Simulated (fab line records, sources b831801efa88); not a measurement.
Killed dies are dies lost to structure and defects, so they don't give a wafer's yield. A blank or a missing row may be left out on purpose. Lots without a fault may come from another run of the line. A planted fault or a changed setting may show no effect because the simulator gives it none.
Which tool did it? | flow sfq_line | 14 lots, 42 wafers sampled, at 3 steps of a route of 325

WHAT THE GAUGES READ, wafer by wafer
SFQ_M4_OVL_MEAS_926.
lot  | measured     | on         | M4_OVL (nm)
L783 | day 48 09:14 | overlay-02 | -5 -5 -7
L784 | day 48 11:38 | overlay-01 | 1 -4 -5
L785 | day 48 12:49 | overlay-02 | -5 -6 -7
L787 | day 49 02:02 | overlay-01 | 6 -2 7
L788 | day 49 11:37 | overlay-02 | -2 4 -12
L791 | day 50 12:49 | overlay-02 | -2 -5 -5
L798 | day 52 09:08 | overlay-01 | -9 -10 -6
L799 | day 52 18:44 | overlay-01 | -5 -1 4
L800 | day 52 22:20 | overlay-02 | -2 5 8
L801 | day 53 07:35 | overlay-02 | 3 -3 1
L802 | day 53 12:31 | overlay-02 | -3 1 -1
L803 | day 55 02:45 | overlay-01 | -5 2 1
L804 | day 55 18:21 | overlay-02 | -9 -8 -6
L805 | day 56 03:56 | overlay-01 | -9 1 -3

WHICH TOOL RAN EACH LOT (tool, then ch and the chambers of the sampled wafers, then the start)
lot  | SFQ_TRILAYER_I0_CMP_CMP_028   | SFQ_TRILAYER_I1_VIA_BARC_OPEN_VIA_ETCH_071
L783 | cmp-02 ch 0,2,3, day 12 17:39 | rie_diel-01 ch 1,2,3, day 24 08:44
L784 | cmp-02 ch 1,3, day 13 13:35   | rie_diel-01 ch 0,3, day 25 09:35
L785 | cmp-02 ch 1,2,3, day 13 16:35 | rie_diel-02 ch 0,1,3, day 25 10:47
L787 | cmp-02 ch 0,1,3, day 14 08:35 | rie_diel-01 ch 0,2, day 26 02:23
L788 | cmp-02 ch 0,1,2, day 14 13:35 | rie_diel-01 ch 1,3, day 26 23:41
L791 | cmp-01 ch 0,1,2, day 15 12:43 | rie_diel-02 ch 0,1,3, day 28 06:22
L798 | cmp-01 ch 0,2,3, day 17 18:29 | rie_diel-04 ch 0,1, day 29 21:24
L799 | cmp-02 ch 1,2, day 18 15:10   | rie_diel-04 ch 0,1,3, day 30 07:02
L800 | cmp-02 ch 0,1,2, day 18 21:10 | rie_diel-01 ch 0,1,2, day 36 20:01
L801 | cmp-02 ch 2,3, day 19 09:37   | rie_diel-02 ch 0,2,3, day 36 22:25
L802 | cmp-01 ch 1,3, day 19 14:28   | rie_diel-04 ch 1,2,3, day 37 04:25
L803 | cmp-01 ch 0,1,3, day 19 23:57 | rie_diel-02 ch 2,3, day 37 11:37
L804 | cmp-02 ch 0,2,3, day 20 05:04 | rie_diel-01 ch 2,3, day 37 23:53
L805 | cmp-02 ch 0,2,3, day 20 13:40 | rie_diel-01 ch 0,3, day 38 19:55
- SFQ_TRILAYER_I0_CMP_CMP_028: polishes SiO2.
- SFQ_TRILAYER_I1_VIA_BARC_OPEN_VIA_ETCH_071: etches BARC in O2, target depth 125 nm, time 41.7 s.

WHAT THE TOOLS THEMSELVES READ (means of the sampled wafers that have a number; where no wafer has one, the mark that the record gives instead)
SFQ_TRILAYER_I0_CMP_CMP_028.
lot  | tool   | motor_current_A (A) | platen_rpm (rpm) | time_to_endpoint_s (s)
L783 | cmp-02 | 9.6                 | 59.96            | 215
L784 | cmp-02 | 8.7                 | 60.00            | 222
L785 | cmp-02 | 9.7                 | 59.98            | 218
L787 | cmp-02 | 10.1                | 62.00            | 209
L788 | cmp-02 | 10.9                | 62.00            | 212
L791 | cmp-01 | 10.0                | 60.02            | 217
L798 | cmp-01 | 10.5                | 60.03            | 221
L799 | cmp-02 | 10.4                | 60.03            | 211
L800 | cmp-02 | 10.7                | 59.98            | 211
L801 | cmp-02 | 8.3                 | 60.05            | 214
L802 | cmp-01 | 10.2                | 60.01            | 220
L803 | cmp-01 | 10.5                | 59.98            | 224
L804 | cmp-02 | 9.6                 | 60.01            | 218
L805 | cmp-02 | 9.3                 | 60.00            | 220

SFQ_TRILAYER_I1_VIA_BARC_OPEN_VIA_ETCH_071.
lot  | tool        | drypump_motor_current_A (A) | oes_product_au (a.u.)
L783 | rie_diel-01 | 5.4                         | 0.686
L784 | rie_diel-01 | 4.8                         | 0.684
L785 | rie_diel-02 | 5.9                         | 0.683
L787 | rie_diel-01 | 5.0                         | 0.684
L788 | rie_diel-01 | 5.2                         | 0.687
L791 | rie_diel-02 | 5.9                         | 0.679
L798 | rie_diel-04 | 5.6                         | 0.684
L799 | rie_diel-04 | 6.0                         | 0.684
L800 | rie_diel-01 | 5.4                         | 0.687
L801 | rie_diel-02 | 5.6                         | 0.686
L802 | rie_diel-04 | 5.7                         | 0.687
L803 | rie_diel-02 | 5.5                         | 0.685
L804 | rie_diel-01 | 5.0                         | 0.684
L805 | rie_diel-01 | 4.8                         | 0.683

THE ANSWER, worked out from the rows above alone
Rule: what is usual is taken from the lots themselves. Put in order of their means at a reading, lots are off if they are a third of the lots or fewer, leave a main group of 4 or more, and stand apart from it by a gap of 3 or more times the standard deviation of the main group's means; of several such gaps the widest counts. A main group whose means are all the same, to the digits that the tables above print for the reading, isn't used. A lot without any number at a reading at which 4 lots or more have one is off too. The other lots that the step has rows for count as sound. The gauges are gone through in route order, then the tools' own readings, and for those a lot's mean is taken as printed above. The first step at which some lot is off is used, and at that step the reading that is off furthest; a lot without a number counts as furthest.
Off: L787, L788, at SFQ_TRILAYER_I0_CMP_CMP_028 (platen_rpm). The main group: mean 60.00 rpm, standard deviation 0.025.
A tool fits if, at that step or a process step before it, it ran every lot that is off, and no sound lot after the first of them. None of those tried fits.

WHAT THE SIMULATOR HAD PUT IN
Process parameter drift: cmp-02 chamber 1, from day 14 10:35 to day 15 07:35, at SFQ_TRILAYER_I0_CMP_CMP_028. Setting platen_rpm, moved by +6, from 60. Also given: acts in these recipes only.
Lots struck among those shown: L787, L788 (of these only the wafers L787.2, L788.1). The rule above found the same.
